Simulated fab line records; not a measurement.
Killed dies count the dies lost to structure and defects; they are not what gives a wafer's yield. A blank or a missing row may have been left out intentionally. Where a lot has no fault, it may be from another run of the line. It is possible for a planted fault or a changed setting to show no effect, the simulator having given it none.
fab line records	flow sky130
record lots=6	wafers=18	last-day=50
route steps=708 shown GATE_OXIDE@194 POLY_GATE@204 RES_PROTECT@206 PAD_OPEN@708
lots untouched by any fault: they come from a run of this same line in which no faults occurred
start-h: the number of hours between the record's first day and the start of the first shown wafer of the lot	wait-h: time in hours since the lot's previous step	" unchanged from the row above	L1.1+2: one row covering several wafers at once	- value missing, or start not given	* or withheld: withheld	< > ~ a bound
route shown NAME@n: a module of which the file shows steps, and the number in the route of the first	usual: average and standard deviation across the fault-free wafers	same: alike in all rows	chamber/n: place in a boat	sites: each site's reading	_std_site: how widely they spread, as a standard deviation	_edge_site: inner sites' mean taken away from outer sites' mean	radius-mm: how far each site lies from the wafer's centre	mask NAME#n: copy n	behind: the last tool/chamber to shape the wafer	hold: cause of the lot's hold/its duration in hours/its outcome	device: transistor that didn't switch, given as n, p or np	end of line: the same wafers' tests at the end of the route	a step with no rows: only its recipe	killed: dies that structure and defects cost at the first sort, which is not the same as the wafer's yield	map: per-die view of a wafer (x killed, . not killed, _ where there is no die)
set.NAME: setting as actually run; set.NAME@STEP: the setting as run at that earlier step	model.NAME: the simulator's own value behind a step, which no gauge read
lots at some steps of the route; a table a step, a row a wafer
services: the hour from which a tool's chamber was out of use, counted from the record's first day as start-h (under 0 if before that day), plus the number of hours and why
## steps
# step SKY_GATE_OXIDE_EXPOSE_07
# recipe mask-id=LVOM	na=0.6	source-shape=conventional	sigma-outer=0.6	polarization=unpolarized	target-cd-nm=600	dose-mj=170
# step SKY_GATE_OXIDE_PEB_08
# recipe temp-c=withheld	time-s=*	resist=NOVOLAK
# step SKY_GATE_OXIDE_DEVELOP_09
# recipe resist=NOVOLAK	developer=TMAH	develop-time-s=60	dev-temp-c=23.77
# step SKY_GATE_OXIDE_OVL_MEAS_10
# usual GATE_OXIDE_OVL=0.1/1.6
lot.wafer	tool	chamber	start-h	wait-h	GATE_OXIDE_OVL[nm]
L743.2	overlay-01	-	383.12	0.1	0.1
L743.4	"	-	"	"	-0.3
L743.6	"	-	"	"	1.1
L744.2	overlay-01	-	394.44	0.1	-5.5
L744.4	"	-	"	"	-1.5
L744.6	"	-	"	"	-1.8
L752.1	overlay-01	-	468.38	0.1	-1.2
L752.3	"	-	"	"	1.0
L752.6	"	-	"	"	-0.7
L753.1	overlay-01	-	469.46	0.1	1.6
L753.4	"	-	"	"	0.9
L753.5	"	-	"	"	-0.5
L755.2	overlay-01	-	486.42	0.1	-3.3
L755.3	"	-	"	"	-3.5
L755.4	"	-	"	"	-1.4
L757.2	overlay-02	-	519.67	0.1	2.9
L757.3	"	-	"	"	1.3
L757.6	"	-	"	"	3.9
# step SKY_GATE_OXIDE_IMPLANT_11
# recipe species=B	energy-kev=10	dose-cm2=2.6e+12	tilt-deg=withheld
# step SKY_GATE_OXIDE_WET_ETCH_12
# recipe chemistry=dHF	target-depth-nm=16.8	dry=n2-spin	target=SiO2	dilution=100:1	temp-c=25	time-s=336
# step SKY_GATE_OXIDE_STRIP_13
# recipe chemistry=O2/N2	power-w=1400	pressure-mtorr=1500	platen-temp-c=withheld	o2-flow-sccm=3000	n2-flow-sccm=300	overash-fraction=0.5
# usual drypump-motor-current-A=5.7/0.48	oes-product-au=0.716/0.005	strip-time-to-endpoint-s=14.18/0.044
lot.wafer	tool	chamber	start-h	wait-h	drypump-motor-current-A	oes-product-au	rf-hours-counter-h	strip-time-to-endpoint-s
L743.2	plasma-asher-04	1	383.41	0.0	5.6	0.711	26	14.19
L743.4	"	1	"	"	5.6	0.721	-	14.22
L743.6	"	0	"	"	5.1	0.715	-	14.20
L744.2	plasma-asher-03	0	394.74	0.0	5.5	0.707	67	14.17
L744.4	"	0	"	"	5.5	0.711	-	14.22
L744.6	"	1	"	"	6.4	0.712	-	14.16
L752.1	plasma-asher-04	0	468.67	0.0	5.1	0.721	35	14.17
L752.3	"	0	"	"	5.1	0.719	-	14.18
L752.6	"	1	"	"	5.6	0.711	-	14.21
L753.1	plasma-asher-03	0	469.75	0.0	5.4	0.716	75	14.15
L753.4	"	0	"	"	5.5	0.712	-	14.18
L753.5	"	0	"	"	5.4	0.727	-	14.24
L755.2	plasma-asher-01	0	486.70	0.0	6.3	0.709	5	14.20
L755.3	"	1	"	"	5.6	0.726	-	14.17
L755.4	"	0	"	"	6.3	0.713	-	14.13
L757.2	plasma-asher-03	0	519.95	0.0	5.4	0.713	80	14.21
L757.3	"	0	"	"	5.5	0.712	-	14.17
L757.6	"	1	"	"	6.4	0.720	-	14.24
# step SKY_GATE_OXIDE_TW_MEAS_14
# usual GATE_OXIDE_TW=226.1/1.9
lot.wafer	tool	chamber	start-h	wait-h	GATE_OXIDE_TW
L743.2	film-metro-03	-	383.52	0.1	230.0
L743.4	"	-	"	"	228.3
L743.6	"	-	"	"	230.8
L744.2	film-metro-01	-	394.85	0.1	225.0
L744.4	"	-	"	"	225.5
L744.6	"	-	"	"	226.6
L752.1	film-metro-01	-	468.77	0.1	226.8
L752.3	"	-	"	"	225.8
L752.6	"	-	"	"	227.2
L753.1	film-metro-01	-	469.85	0.1	226.0
L753.4	"	-	"	"	227.1
L753.5	"	-	"	"	227.2
L755.2	film-metro-04	-	486.81	0.1	223.0
L755.3	"	-	"	"	224.2
L755.4	"	-	"	"	224.4
L757.2	film-metro-01	-	520.06	0.1	224.4
L757.3	"	-	"	"	224.4
L757.6	"	-	"	"	225.1
# step SKY_GATE_OXIDE_CLEAN_15
# recipe chemistry=SC1/SC2	mix=1:4:20	temp-c=70	time-s=150	dry=n2-spin
# step SKY_GATE_OXIDE_OXIDATION_16
# recipe temp-c=800	ambient=O2	idle-temp-c=700	ramp-up-c-per-min=10	ramp-down-c-per-min=3	stabilise-s=600	purge-s=300	target-thk-a=35.7	ox-time-s=1915
# step SKY_POLY_GATE_CVD_00
# recipe material=poly-Si	target-thk-nm=180	temp-c=620	time-s=720	pressure-mtorr=200
# step SKY_POLY_GATE_THK_MEAS_01
# recipe reads=poly-Si_of_POLY_GATE_CVD_00
# usual POLY_GATE_CVD_00_THK=178.6/1.8
lot.wafer	tool	chamber	start-h	wait-h	POLY_GATE_CVD_00_THK[nm]
L743.2	film-metro-02	-	386.37	0.0	180.4
L743.4	"	-	"	"	180.5
L743.6	"	-	"	"	180.0
L744.2	film-metro-04	-	399.88	0.0	178.9
L744.4	"	-	"	"	179.6
L744.6	"	-	"	"	179.9
L752.1	film-metro-04	-	471.62	0.0	179.0
L752.3	"	-	"	"	179.3
L752.6	"	-	"	"	179.4
L753.1	film-metro-02	-	473.61	0.0	179.0
L753.4	"	-	"	"	178.8
L753.5	"	-	"	"	177.7
L755.2	film-metro-02	-	489.65	0.0	177.0
L755.3	"	-	"	"	178.8
L755.4	"	-	"	"	178.9
L757.2	film-metro-01	-	524.02	0.0	181.4
L757.3	"	-	"	"	180.5
L757.6	"	-	"	"	180.0
# step SKY_RES_PROTECT_DEHYDRATE_00
# recipe temp-c=200	time-s=60
# usual heater-power-total-W=160.38/0.13	plate-temp-C=199.97/0.16
# same time-s=60
lot.wafer	tool	chamber	start-h	wait-h	heater-power-total-W	plate-temp-C
L743.2	litho-track-03	0	400.51	14.1	160.61	199.96
L743.4	"	0	"	"	160.27	199.62
L743.6	"	0	"	"	160.36	199.92
L744.2	litho-track-03	0	413.91	14.0	160.58	200.16
L744.4	"	0	"	"	160.59	200.08
L744.6	"	0	"	"	160.43	199.94
L752.1	litho-track-03	0	486.73	15.1	167.57	207.17
L752.3	"	0	"	"	167.62	207.13
L752.6	"	0	"	"	167.48	207.41
L753.1	litho-track-03	0	488.58	15.0	167.67	207.13
L753.4	"	0	"	"	167.71	207.28
L753.5	"	0	"	"	167.59	207.30
L755.2	litho-track-04	0	504.19	14.5	160.31	199.66
L755.3	"	0	"	"	160.59	199.75
L755.4	"	0	"	"	160.31	199.75
L757.2	litho-track-01	0	538.45	14.4	160.35	200.02
L757.3	"	0	"	"	160.35	199.86
L757.6	"	0	"	"	160.34	200.03
# step SKY_RES_PROTECT_HMDS_01
# recipe prime-time-s=60	prime-temp-c=120
# step SKY_PAD_OPEN_PROBE_99
# usual killed_at_M0_to_M3=45/6.9	killed_at_M4_up=3.2/1.8	killed-at-contacts=25/5.3	killed-at-front-end=16/4.3	killed-at-other=0.2/0.52	killed-dies=88/8.7	killed-open=48/6.5	killed-short=40/6
# same gross-dies=492	killed-at-back-side=0
lot.wafer	tool	chamber	start-h	wait-h	killed_at_M0_to_M3	killed_at_M4_up	killed-at-contacts	killed-at-front-end	killed-at-other	killed-dies	killed-open	killed-short
L743.2	prober-02	-	1127.01	0.1	45	3	35	12	0	95	56	39
L743.4	prober-02	-	1127.11	0.2	51	3	25	16	0	95	45	50
L743.6	prober-02	-	1127.21	0.2	40	3	24	14	0	81	47	34
L753.1	prober-02	-	1183.05	0.1	53	3	21	14	0	91	48	43
L753.4	prober-02	-	1183.20	0.2	50	4	31	20	3	108	53	54
L753.5	prober-02	-	1183.25	0.2	58	2	25	26	1	112	55	56
L755.2	prober-02	-	1187.06	0.1	31	5	27	16	0	79	43	36
L755.3	prober-02	-	1187.11	0.2	55	1	24	13	0	93	57	36
L755.4	prober-02	-	1187.16	0.2	48	2	26	14	0	90	45	45
L757.2	prober-01	-	1208.01	0.1	29	1	25	15	0	70	42	28
L757.3	prober-01	-	1208.06	0.2	45	0	29	15	0	89	46	43
L757.6	prober-01	-	1208.21	0.2	46	1	36	12	0	95	58	37
# killed by level:class
L743.2 CONTACT:geometric-particle:open=16 VIA1:geometric-particle:open=10 VIA2:geometric-particle:open=9 LI_CONTACT:geometric-particle:open=7 METAL1:geometric-particle:short=6 LOCAL_INTERCONNECT:geometric-particle:short=5 VIA3:geometric-particle:open=5 FIELD_ISO:geometric-particle:short=4
L743.4 VIA1:geometric-particle:open=10 VIA1:geometric-particle:short=8 FIELD_ISO:geometric-particle:short=7 CONTACT:geometric-particle:short=7 VIA3:geometric-particle:open=7 VIA2:geometric-particle:open=6 VIA3:geometric-particle:short=5 CONTACT:geometric-particle:open=5
L743.6 VIA1:geometric-particle:open=11 CONTACT:geometric-particle:open=10 VIA2:geometric-particle:open=8 FIELD_ISO:geometric-particle:short=7 METAL2:geometric-particle:short=6 LI_CONTACT:geometric-particle:open=5 CONTACT:geometric-particle:short=4 VIA1:geometric-particle:short=4
L753.1 METAL2:geometric-particle:short=13 VIA1:geometric-particle:open=11 VIA3:geometric-particle:open=9 CONTACT:geometric-particle:open=8 LI_CONTACT:geometric-particle:open=7 POLY_GATE:geometric-particle:short=6 METAL1:geometric-particle:short=4 VIA2:geometric-particle:open=4
L753.4 CONTACT:geometric-particle:open=10 CONTACT:geometric-particle:short=9 METAL1:geometric-particle:short=9 VIA1:geometric-particle:open=8 VIA3:geometric-particle:open=8 FIELD_ISO:geometric-particle:short=7 VIA2:geometric-particle:open=6 FIELD_ISO:geometric-particle:open=5
L753.5 VIA1:geometric-particle:open=12 METAL1:geometric-particle:short=11 LI_CONTACT:geometric-particle:open=9 FIELD_ISO:geometric-particle:short=8 CONTACT:geometric-particle:open=7 VIA3:geometric-particle:open=7 FIELD_ISO:geometric-particle:open=6 VIA2:geometric-particle:open=6
L755.2 CONTACT:geometric-particle:open=13 VIA1:geometric-particle:open=9 LI_CONTACT:geometric-particle:open=6 FIELD_ISO:geometric-particle:short=5 METAL1:geometric-particle:short=5 METAL4:geometric-particle:short=5 METAL2:geometric-particle:short=5 VIA1:geometric-particle:short=4
L755.3 VIA1:geometric-particle:open=17 CONTACT:geometric-particle:open=11 VIA1:geometric-particle:short=8 VIA2:geometric-particle:open=7 LI_CONTACT:geometric-particle:open=5 METAL1:geometric-particle:short=5 METAL2:geometric-particle:short=5 VIA2:geometric-particle:short=5
L755.4 METAL2:geometric-particle:short=11 CONTACT:geometric-particle:open=11 VIA1:geometric-particle:short=10 LI_CONTACT:geometric-particle:open=7 VIA1:geometric-particle:open=6 VIA3:geometric-particle:open=6 METAL1:geometric-particle:short=5 VIA2:geometric-particle:open=5
L757.2 CONTACT:geometric-particle:open=10 VIA1:geometric-particle:open=10 LOCAL_INTERCONNECT:geometric-particle:short=5 FIELD_ISO:geometric-particle:open=4 LI_CONTACT:geometric-particle:open=4 VIA2:geometric-particle:open=4 FIELD_ISO:geometric-particle:short=3 CONTACT:geometric-particle:short=3
L757.3 VIA1:geometric-particle:open=10 LI_CONTACT:geometric-particle:open=8 CONTACT:geometric-particle:open=7 VIA3:geometric-particle:open=7 LI_CONTACT:geometric-particle:short=6 METAL3:geometric-particle:short=6 FIELD_ISO:geometric-particle:short=4 VIA2:geometric-particle:open=4
L757.6 VIA1:geometric-particle:open=12 LI_CONTACT:geometric-particle:open=11 LOCAL_INTERCONNECT:geometric-particle:short=9 VIA3:geometric-particle:open=8 CONTACT:geometric-particle:open=8 VIA2:geometric-particle:open=6 POLY_GATE:geometric-particle:open=5 METAL3:geometric-particle:short=4
## services
tool	chamber	start-h	hours	kind
plasma-asher-03	-	372.71	4.4	repair
plasma-asher-03	-	396.14	8.0	repair
plasma-asher-01	-	421.25	9.0	pm
plasma-asher-01	0	421.25	9.0	vent-cycle
plasma-asher-01	1	421.25	9.0	vent-cycle
plasma-asher-01	0	430.25	-	clean
plasma-asher-01	1	430.25	-	clean
litho-track-04	-	439.55	-	consumable-replace:filter
plasma-asher-03	-	534.70	28.1	pm
## key
first-sign step=SKY_RES_PROTECT_DEHYDRATE_00	reading=heater-power-total-W	direction=up	sigmas=55	usual=*	struck=*
effect step=SKY_RES_PROTECT_DEHYDRATE_00	reading=plate-temp-C	direction=up	sigmas=46	usual=*	struck=*
met-at SKY_RES_PROTECT_DEHYDRATE_00
struck-wafers L752.1,L752.3,L752.6,L753.1,L753.4,L753.5
tester-left-out L752,L753
onset-between 413.91 486.73
fault kind=process-parameter-drift	tool=litho-track-03	chamber=-	onset-h=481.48	steps=SKY_RES_PROTECT_DEHYDRATE_00	channel=temp-c	offset=*	shape=step	end-h=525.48	acts-in=*	stated=*
# tester-left-out: of these lots the tester's yield and bins aren't shown, on N5 and GAA mostly nor the transistor test; their killed dies are dies lost to structure and defects alone, not to doping, threshold or leakage, so they don't give the yield
